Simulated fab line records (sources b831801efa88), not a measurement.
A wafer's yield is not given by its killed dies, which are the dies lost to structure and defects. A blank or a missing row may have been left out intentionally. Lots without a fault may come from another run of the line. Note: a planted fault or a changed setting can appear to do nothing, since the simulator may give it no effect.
The tool behind it: which one? ; flow sky130 ; 42 wafers from 14 lots sampled at 4 of the route's 708 steps

WHAT EACH GAUGE READ, for each wafer
SKY_LDD_HVP_OVL_MEAS_07.
lot;measured;on;LDD_HVP_OVL (nm)
L911;day 21 16:04;overlay-01;-0.5 -0.9 -0.6
L913;day 22 09:05;overlay-01;0.0 -0.5 0.6
L914;day 23 04:56;overlay-02;0.5 0.6 0.0
L916;day 23 22:58;overlay-01;0.7 1.3 1.7
L918;day 24 20:50;overlay-01;-1.2 -0.8 -0.9
L919;day 25 07:10;overlay-01;0.3 0.9 1.0
L920;day 25 12:28;overlay-01;2.2 3.1 1.2
L921;day 25 14:58;overlay-02;0.5 0.3 0.3
L923;day 26 16:34;overlay-01;1.8 -0.2 2.1
L924;day 26 20:18;overlay-01;-1.2 1.0 0.2
L926;day 27 05:52;overlay-02;-2.1 -1.3 -2.1
L927;day 27 14:11;overlay-01;1.0 -2.6 0.2
L933;day 29 17:52;overlay-01;-0.7 2.1 1.6
L934;day 29 23:40;overlay-01;0.9 1.0 0.9

SKY_SD_N_CD_MEAS_07: target cd 380 nm.
lot;measured;on;cd nm (nm)
L911;day 28 04:17;cd sem-02;376.3 376.3 376.5
L913;day 28 20:49;cd sem-01;378.4 375.5 375.2
L914;day 29 13:34;cd sem-01;383.6 384.1 382.6
L916;day 30 05:25;cd sem-02;386.3 386.9 384.6
L918;day 31 03:57;cd sem-01;381.2 380.8 381.2
L919;day 31 12:16;cd sem-01;381.8 379.7 381.3
L920;day 31 18:46;cd sem-01;378.2 379.1 381.4
L921;day 31 19:04;cd sem-02;376.3 378.1 379.8
L923;day 32 19:01;cd sem-02;379.8 380.4 380.6
L924;day 32 22:28;cd sem-02;- - -
L926;day 33 07:34;cd sem-01;- - -
L927;day 33 14:49;cd sem-01;379.5 381.1 381.4
L933;day 35 14:56;cd sem-02;378.8 380.3 380.3
L934;day 35 19:45;cd sem-01;381.2 381.9 379.7

WHICH TOOL RAN EACH LOT (tool, then ch and the chambers of the sampled wafers, then the start)
lot;SKY_SD_P_STRIP_10;SKY_SD_N_EXPOSE_04
L911;plasma asher-02 ch 0,1, day 25 15:50;iline stepper-01 ch 0, day 27 13:47
L913;plasma asher-02 ch 0,1, day 26 09:44;iline stepper-02 ch 0, day 28 06:29
L914;plasma asher-04 ch 0, day 27 03:07;iline stepper-01 ch 0, day 28 23:43
L916;plasma asher-04 ch 0,1, day 27 20:49;iline stepper-01 ch 0, day 29 15:29
L918;plasma asher-04 ch 0,1, day 28 17:52;iline stepper-02 ch 0, day 30 13:52
L919;plasma asher-03 ch 0,1, day 29 03:30;iline stepper-01 ch 0, day 30 21:54
L920;plasma asher-02 ch 0,1, day 29 09:26;iline stepper-02 ch 0, day 31 03:50
L921;plasma asher-04 ch 0,1, day 29 10:34;iline stepper-02 ch 0, day 31 04:49
L923;plasma asher-04 ch 0,1, day 30 10:20;iline stepper-01 ch 0, day 32 05:39
L924;plasma asher-03 ch 0,1, day 30 14:10;iline stepper-01, day 32 09:01
L926;plasma asher-04 ch 0,1, day 30 22:47;iline stepper-02, day 32 18:14
L927;plasma asher-04 ch 0,1, day 31 07:05;iline stepper-02 ch 0, day 33 01:50
L933;plasma asher-04 ch 0,1, day 33 10:32;iline stepper-02 ch 0, day 35 01:40
L934;plasma asher-03 ch 0,1, day 33 14:01;iline stepper-02 ch 0, day 35 06:18
- SKY_SD_P_STRIP_10: strips in O2/N2.
- SKY_SD_N_EXPOSE_04: exposes mask NSDM, target cd 380 nm.

WHAT THE TOOLS THEMSELVES READ (means of the sampled wafers that have a number; where no wafer has one, the mark that the record gives instead)
SKY_SD_P_STRIP_10.
lot;tool;drypump motor current A (A);oes product au (a.u.);strip time to endpoint s (s)
L911;plasma asher-02;5.4;0.619;17.50
L913;plasma asher-02;5.4;0.621;17.51
L914;plasma asher-04;5.0;0.617;17.45
L916;plasma asher-04;5.9;0.619;17.41
L918;plasma asher-04;5.9;0.617;17.50
L919;plasma asher-03;5.6;0.615;17.50
L920;plasma asher-02;5.4;0.618;17.50
L921;plasma asher-04;5.4;0.618;17.48
L923;plasma asher-04;5.9;0.618;17.45
L924;plasma asher-03;5.7;0.616;17.46
L926;plasma asher-04;5.9;0.614;17.50
L927;plasma asher-04;5.9;0.618;17.53
L933;plasma asher-04;5.9;0.617;17.52
L934;plasma asher-03;5.7;0.611;17.49

SKY_SD_N_EXPOSE_04.
lot;tool;exposure dose mJ cm2;focus offset nm (nm)
L911;iline stepper-01;140.51;-0.1
L913;iline stepper-02;141.17;-0.1
L914;iline stepper-01;140.53;-0.2
L916;iline stepper-01;140.53;-0.4
L918;iline stepper-02;140.74;0.2
L919;iline stepper-01;140.50;-0.0
L920;iline stepper-02;140.82;-0.7
L921;iline stepper-02;140.98;-0.0
L923;iline stepper-01;140.52;0.1
L924;iline stepper-01;-;-
L926;iline stepper-02;-;-
L927;iline stepper-02;140.92;-1.1
L933;iline stepper-02;140.91;0.5
L934;iline stepper-02;140.98;-0.3

THE ANSWER, worked out from the rows above alone
Rule: what is usual is taken from the lots themselves. Put in order of their means at a reading, lots are off if they are a third of the lots or fewer, leave a main group of 4 or more, and stand apart from it by a gap of 3 or more times the standard deviation of the main group's means; of several such gaps the widest counts. A main group whose means are all the same, to the digits that the tables above print for the reading, isn't used. Also off: a lot with no number at a reading for which 4 or more lots have one. Any other lot the step has rows for is counted as sound. First the gauges in route order, then the tools' own readings, where a lot's mean is used as printed above. The first step at which some lot is off is used, and at that step the reading that is off furthest; a lot without a number counts as furthest.
Off at SKY_SD_N_CD_MEAS_07 (cd nm): L924, L926. Without a number there: L924, L926. Main group: mean 380.3 nm, sd 2.6.
If a tool, at a process step before that reading, ran all the lots that are off and no sound lot after the first of them, it fits. The gauges at SKY_SD_N_CD_MEAS_07 aren't tried: what is off there is off at SKY_SD_N_EXPOSE_04 too, on other tools, and a gauge's error can't cause that. Not one of the candidates tried fits.

WHAT THE SIMULATOR PUT IN
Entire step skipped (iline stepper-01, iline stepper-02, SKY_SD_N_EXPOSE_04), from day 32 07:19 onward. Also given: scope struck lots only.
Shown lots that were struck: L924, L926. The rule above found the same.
